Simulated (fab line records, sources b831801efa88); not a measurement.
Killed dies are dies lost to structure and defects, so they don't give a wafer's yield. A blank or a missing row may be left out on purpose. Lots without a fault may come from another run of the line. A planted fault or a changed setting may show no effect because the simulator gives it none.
Which tool did it? | flow gf180mcu | 7 lots, 21 wafers sampled, at 3 steps of a route of 602

WHAT THE GAUGES READ, wafer by wafer
GF_V5_CD_MEAS_14: target cd 260 nm.
lot  | measured     | on        | cd_nm (nm)
L472 | day 27 16:05 | cd_sem-02 | 258.7 257.9 257.1
L476 | day 28 19:58 | cd_sem-02 | 260.3 260.5 258.8
L480 | day 29 23:53 | cd_sem-02 | 258.5 258.6 257.7
L482 | day 30 15:23 | cd_sem-02 | 261.2 261.3 261.1
L484 | day 31 04:46 | cd_sem-01 | 259.5 258.7 259.6
L486 | day 31 15:44 | cd_sem-02 | 261.7 260.9 261.1
L494 | day 33 13:16 | cd_sem-01 | 262.4 261.6 261.6

WHICH TOOL RAN EACH LOT (tool, then ch and the chambers of the sampled wafers, then the start)
lot  | GF_HV_LDD_CVD_54            | GF_M4_SPUTTER_03
L472 | lpcvd-02 ch 1, day 12 21:55 | pvd_sputter-02, day 23 01:13
L476 | lpcvd-01 ch 1, day 14 03:55 | pvd_sputter-04, day 24 08:20
L480 | lpcvd-02 ch 0, day 15 08:34 | pvd_sputter-01, day 25 14:49
L482 | lpcvd-02 ch 0, day 16 02:25 | pvd_sputter-04, day 26 08:43
L484 | lpcvd-02 ch 0, day 16 19:20 | pvd_sputter-02, day 26 23:07
L486 | lpcvd-02 ch 1, day 17 10:01 | pvd_sputter-04, day 27 11:56
L494 | lpcvd-01 ch 0, day 20 04:29 | pvd_sputter-04, day 29 18:24
- GF_HV_LDD_CVD_54: deposits SiO2 from TEOS, target thk 10 nm, time 75 s.
- GF_M4_SPUTTER_03: material Ti, target thk 10 nm, time 6.7 s.

THE ANSWER, worked out from the rows above alone
Rule: what is usual is taken from the lots themselves. Put in order of their means at a reading, lots are off if they are a third of the lots or fewer, leave a main group of 4 or more, and stand apart from it by a gap of 3 or more times the standard deviation of the main group's means; of several such gaps the widest counts. A main group whose means are all the same, to the digits that the tables above print for the reading, isn't used. A lot without any number at a reading at which 4 lots or more have one is off too. The other lots that the step has rows for count as sound.
No lot is off at any reading shown: from this, nothing can be told.

WHAT THE SIMULATOR HAD PUT IN
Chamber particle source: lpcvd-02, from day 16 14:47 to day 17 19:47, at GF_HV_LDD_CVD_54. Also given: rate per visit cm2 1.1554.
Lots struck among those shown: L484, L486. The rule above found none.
